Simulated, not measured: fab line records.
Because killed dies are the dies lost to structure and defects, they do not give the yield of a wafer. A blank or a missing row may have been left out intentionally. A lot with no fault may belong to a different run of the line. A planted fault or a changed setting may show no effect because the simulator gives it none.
What tool caused it? :: flow gf180mcu :: 33 wafers from 11 lots sampled at 3 of the route's 602 steps

== WHAT THE GAUGES READ, wafer by wafer ==
GF_V3_CD_MEAS_14: the cd target is 260 nm.
lot: L284
measured: day 22 16:31
on: cdSem-02
cdNm (nm): 261.7 261.3 260.1

lot: L286
measured: day 23 10:31
on: cdSem-02
cdNm (nm): 257.4 258.5 257.9

lot: L288
measured: day 24 04:01
on: cdSem-02
cdNm (nm): 261.1 261.9 261.2

lot: L290
measured: day 24 22:16
on: cdSem-02
cdNm (nm): 261.0 259.8 260.6

lot: L291
measured: day 25 05:02
on: cdSem-01
cdNm (nm): 261.7 261.4 262.4

lot: L292
measured: day 25 15:58
on: cdSem-02
cdNm (nm): 260.0 259.8 260.3

lot: L297
measured: day 27 05:01
on: cdSem-02
cdNm (nm): 274.6 275.4 275.1 274.4 275.0 274.9

lot: L298
measured: day 27 13:53
on: cdSem-02
cdNm (nm): 275.6 272.6 273.7 275.3 272.6 273.4

lot: L299
measured: day 27 18:33
on: cdSem-01
cdNm (nm): 273.3 274.9 274.0 273.7 275.2 274.2

lot: L305
measured: day 29 13:16
on: cdSem-01
cdNm (nm): 259.2 259.0 260.0

lot: L306
measured: day 29 18:28
on: cdSem-02
cdNm (nm): 259.4 257.9 259.4

== TOOL THAT RAN EACH LOT (tool first, then ch and the chambers of the sampled wafers, then the start) ==
lot: L284
GF_M3_SPUTTER_01: pvdSputter-03, day 20 16:06
GF_V3_PEB_12: lithoTrack-01 ch 0, day 22 16:10

lot: L286
GF_M3_SPUTTER_01: pvdSputter-01, day 21 10:16
GF_V3_PEB_12: lithoTrack-01 ch 0, day 23 10:10

lot: L288
GF_M3_SPUTTER_01: pvdSputter-04, day 22 05:27
GF_V3_PEB_12: lithoTrack-04 ch 0, day 24 03:37

lot: L290
GF_M3_SPUTTER_01: pvdSputter-03, day 23 00:20
GF_V3_PEB_12: lithoTrack-04 ch 0, day 24 21:55

lot: L291
GF_M3_SPUTTER_01: pvdSputter-03, day 23 08:06
GF_V3_PEB_12: lithoTrack-01 ch 0, day 25 04:43

lot: L292
GF_M3_SPUTTER_01: pvdSputter-01, day 23 19:30
GF_V3_PEB_12: lithoTrack-04 ch 0, day 25 15:37

lot: L297
GF_M3_SPUTTER_01: pvdSputter-01, day 25 09:10
GF_V3_PEB_12: lithoTrack-04 ch 0, day 27 04:40

lot: L298
GF_M3_SPUTTER_01: pvdSputter-04, day 25 18:16
GF_V3_PEB_12: lithoTrack-04 ch 0, day 27 13:32

lot: L299
GF_M3_SPUTTER_01: pvdSputter-01, day 26 00:04
GF_V3_PEB_12: lithoTrack-04 ch 0, day 27 18:13

lot: L305
GF_M3_SPUTTER_01: pvdSputter-04, day 27 20:38
GF_V3_PEB_12: lithoTrack-02 ch 0, day 29 12:51

lot: L306
GF_M3_SPUTTER_01: pvdSputter-04, day 28 02:32
GF_V3_PEB_12: lithoTrack-02 ch 0, day 29 18:07
- GF_M3_SPUTTER_01: material TiN, target thk 30 nm, time 25 s.
- GF_V3_PEB_12: peb time 90 s.

== THE ANSWER, worked out from the rows above alone ==
Rule: usual is defined by the lots themselves. Put in order of their means at a reading, lots are off if they are a third of the lots or fewer, leave a main group of 4 or more, and stand apart from it by a gap of 3 or more times the standard deviation of the main group's means; of several such gaps the widest counts. A main group whose means are all the same, to the digits that the tables above print for the reading, isn't used. Also off: a lot with no number at a reading for which 4 or more lots have one. All remaining lots with rows at the step are treated as sound.
Off, at GF_V3_CD_MEAS_14 on cdNm: L297, L298, L299. The main group has a mean of 260.1 nm with a standard deviation of 1.2.
A tool fits if, at a process step before that reading, it ran every lot that is off, and no sound lot after the first of them. Gauges at GF_V3_CD_MEAS_14: tried the same way as those tools. One candidate fits, namely lithoTrack-04 at GF_V3_PEB_12. A fault onset in the window from L292 (day 25 15:37, its last sound lot) to L297 (day 27 04:40, its first lot off) fits.

== WHAT WAS PUT IN BY THE SIMULATOR ==
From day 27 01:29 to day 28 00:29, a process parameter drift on lithoTrack-04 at GF_V3_PEB_12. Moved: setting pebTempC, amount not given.
Struck lots among those shown: L297, L298, L299. The rule above reached the same finding.
